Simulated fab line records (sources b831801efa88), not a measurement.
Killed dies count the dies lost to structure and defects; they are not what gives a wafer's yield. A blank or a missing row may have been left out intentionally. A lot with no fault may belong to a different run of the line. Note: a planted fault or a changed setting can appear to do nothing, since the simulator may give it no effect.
A lot that was struck, set against a sound lot + flow sky130 + 14 steps out of a route of 708
Sound: wafers L973.1, L973.2, L973.3. Wafers struck: L981.1, L981.2, L981.5. The cause is named last.
For every step that has rows: the tool of each side, followed by ch and its chambers, followed by its first start. Under that, the readings that differ: sound wafers + struck wafers + difference of the means + sigmas: that difference in standard deviations of wafers without a fault.
alike: words and numbers the same on both sides, and readings whose means are apart by under 2 such deviations; not compared: readings that were withheld, readings missing a value for some wafer, numbers with overlapping values and no deviation given by the record, and bounds like >300 which may hide the same value.
The two part at a step that has a row with sigmas, a row that says differs or no value, or rows on one side only. When numbers do not overlap yet have no deviation, they are printed without sigmas and do not part them. A reading missing from all wafers of one side parts the sides only when that side holds two or more wafers.

first, 3 steps without rows for these wafers: SKY_LDD_HVP_EXPOSE_04 (exposes mask HVPTM, target cd 700 nm); SKY_LDD_HVP_PEB_05; SKY_LDD_HVP_DEVELOP_06 (develop time 60 s).
SKY_LDD_HVP_OVL_MEAS_07:
  struck on overlay-02, day 27 19:34; sound on overlay-02, day 25 01:01
  alike: LDD_HVP_OVL
after that, 1 step had no rows for these wafers: SKY_LDD_HVP_IMPLANT_08.
SKY_LDD_HVP_STRIP_09: strips in O2/N2.
  sound on plasma-asher-03 ch 0,1, day 25 01:12; struck on plasma-asher-03 ch 0,1, day 27 19:45
| reading                      | sound             | struck            | difference | sigmas |
|------------------------------|-------------------|-------------------|------------|--------|
| strip-time-to-endpoint-s (s) | 4.113 4.104 4.117 | 4.164 4.139 4.129 | +0.033     | +2     |
  alike: drypump-motor-current-A, oes-product-au
  not compared: rf-hours-counter-h
SKY_LDD_HVP_TW_MEAS_10:
  struck on film-metro-02, day 27 19:51; sound on film-metro-02, day 25 01:18
  alike: LDD_HVP_TW
then, 5 steps without rows for these wafers: SKY_LDD_LDN_DEHYDRATE_00 (time 60 s); SKY_LDD_LDN_HMDS_01 (prime time 60 s); SKY_LDD_LDN_COAT_02 (resist thk 1140 nm); SKY_LDD_LDN_SOFTBAKE_03 (time 60 s); SKY_LDD_LDN_EXPOSE_04 (exposes mask LDNTM, target cd 700 nm).
SKY_LDD_LDN_PEB_05:
  sound on litho-track-03 ch 0, day 26 07:16; struck on litho-track-04, day 28 23:41
| reading         | sound          | struck | difference                    | sigmas |
|-----------------|----------------|--------|-------------------------------|--------|
| exhaust-pa (Pa) | 45.2 44.0 44.5 | - - -  | no value on the struck wafers |        |
  not compared: chill-plate-temp-C
then, 1 step without rows for these wafers: SKY_LDD_LDN_DEVELOP_06 (develop time 60 s).

## WHERE THEY PART
Last at SKY_LDD_LDN_PEB_05 as far as this record goes, first at SKY_LDD_HVP_STRIP_09.

WHY: what had been put in by the simulator
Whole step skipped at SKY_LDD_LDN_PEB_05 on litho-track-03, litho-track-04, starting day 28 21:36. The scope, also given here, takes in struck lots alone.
